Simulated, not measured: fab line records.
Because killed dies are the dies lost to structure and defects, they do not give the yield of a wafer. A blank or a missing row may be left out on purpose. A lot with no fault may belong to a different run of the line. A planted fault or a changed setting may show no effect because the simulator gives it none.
Tool commonality check + flow sky130 + Sampled: 13 lots, 45 wafers

== THE REASON FOR OPENING IT ==
Of 13 lots, 2 have the reading VT_ADJUST_HVTP_TW flagged at SKY_VT_ADJUST_HVTP_TW_MEAS_11. Wafers without a fault read 1358, standard deviation 12.
Rule: a lot gets a flag if all its wafers with a number sit over 4 standard deviations from that mean, or if no wafer of it has a number. As for the other lots, they are considered sound.

| lot  | measured     | on           | VT_ADJUST_HVTP_TW, wafer by wafer | flag    |
|------|--------------|--------------|-----------------------------------|---------|
| L190 | day 6 01:41  | filmMetro-03 | 1373 1378 1369                    |         |
| L193 | day 6 17:13  | filmMetro-03 | 1373 1369 1375                    |         |
| L195 | day 7 05:22  | filmMetro-01 | 1338 1340 1342                    |         |
| L196 | day 7 12:43  | filmMetro-01 | 1351 1346 1344                    |         |
| L197 | day 7 21:07  | filmMetro-02 | 1351 1359 1354                    |         |
| L200 | day 8 20:46  | filmMetro-01 | 1349 1347 1345                    |         |
| L199 | day 8 21:01  | filmMetro-01 | 1355 1353 1353                    |         |
| L203 | day 9 09:44  | filmMetro-03 | 1374 1370 1370                    |         |
| L204 | day 9 16:55  | filmMetro-01 | 639 641 638 639 641 639           | FLAGGED |
| L205 | day 9 22:21  | filmMetro-03 | 668 670 666 664 671 666           | FLAGGED |
| L211 | day 11 13:59 | filmMetro-01 | 1348 1349 1349                    |         |
| L212 | day 11 19:55 | filmMetro-01 | 1346 1349 1353                    |         |
| L213 | day 12 04:35 | filmMetro-01 | 1359 1349 1356                    |         |
The mean of the flagged lots' numbers is 654, -704 from the usual (-59 standard deviations).

== EACH LOT AND THE TOOL IT RAN ON ==
The record holds 1 process step before the reading, out of a route of 708 steps. In each cell: the tool, then ch and the chambers that the sampled wafers went through, then the start.
| lot  | flag    | SKY_VT_ADJUST_HVTP_IMPLANT_09   |
|------|---------|---------------------------------|
| L190 |         | implanter-02 ch 0, day 6 01:26  |
| L193 |         | implanter-02 ch 0, day 6 16:58  |
| L195 |         | implanter-01 ch 0, day 7 05:07  |
| L196 |         | implanter-01 ch 0, day 7 12:28  |
| L197 |         | implanter-01 ch 0, day 7 20:52  |
| L200 |         | implanter-01 ch 0, day 8 20:32  |
| L199 |         | implanter-01 ch 0, day 8 20:46  |
| L203 |         | implanter-03 ch 0, day 9 09:31  |
| L204 | FLAGGED | implanter-01 ch 0, day 9 16:41  |
| L205 | FLAGGED | implanter-01 ch 0, day 9 22:08  |
| L211 |         | implanter-03 ch 0, day 11 13:46 |
| L212 |         | implanter-03 ch 0, day 11 19:40 |
| L213 |         | implanter-03 ch 0, day 12 04:20 |
These steps, and what they do:
- SKY_VT_ADJUST_HVTP_IMPLANT_09
- SKY_VT_ADJUST_HVTP_TW_MEAS_11

== FLAGGED AGAINST TOTAL, ONE TOOL AT A TIME (gauges that did the reading follow at the end) ==
| step                          | tool         | lots run | flagged | share of the flagged lots | sound lots run after its first flagged lot |
|-------------------------------|--------------|----------|---------|---------------------------|--------------------------------------------|
| SKY_VT_ADJUST_HVTP_IMPLANT_09 | implanter-01 | 7        | 2       | all                       | 0                                          |
| SKY_VT_ADJUST_HVTP_IMPLANT_09 | implanter-02 | 2        | 0       | none                      | -                                          |
| SKY_VT_ADJUST_HVTP_IMPLANT_09 | implanter-03 | 4        | 0       | none                      | -                                          |
| SKY_VT_ADJUST_HVTP_TW_MEAS_11 | filmMetro-01 | 8        | 1       | some                      | 3 (L211,L212,L213)                         |
| SKY_VT_ADJUST_HVTP_TW_MEAS_11 | filmMetro-02 | 1        | 0       | none                      | -                                          |
| SKY_VT_ADJUST_HVTP_TW_MEAS_11 | filmMetro-03 | 4        | 1       | some                      | 0                                          |

== WHAT THE TABLE PERMITS ==
1 row of the table ran every flagged lot: implanter-01 at SKY_VT_ADJUST_HVTP_IMPLANT_09.
- implanter-01 at SKY_VT_ADJUST_HVTP_IMPLANT_09: 2 of its 7 lots flagged. It ran its last sound lot, L199, at day 8 20:46 and its first flagged lot, L204, at day 9 16:41: a fault with its onset between the two fits. Its own readings lie more than 4 standard deviations out on every wafer of the flagged lots: doseIonsCm2, faradayCurrentUA.
Left over: one tool, implanter-01 at SKY_VT_ADJUST_HVTP_IMPLANT_09.

== WHAT THE SIMULATOR HAD INSERTED ==
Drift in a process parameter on implanter-01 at SKY_VT_ADJUST_HVTP_IMPLANT_09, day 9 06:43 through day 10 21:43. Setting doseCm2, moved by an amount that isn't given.
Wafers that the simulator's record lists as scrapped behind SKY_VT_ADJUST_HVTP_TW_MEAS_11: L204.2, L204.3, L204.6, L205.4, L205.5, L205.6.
Shown lots that were struck: L204, L205. The same result came from the rule above.
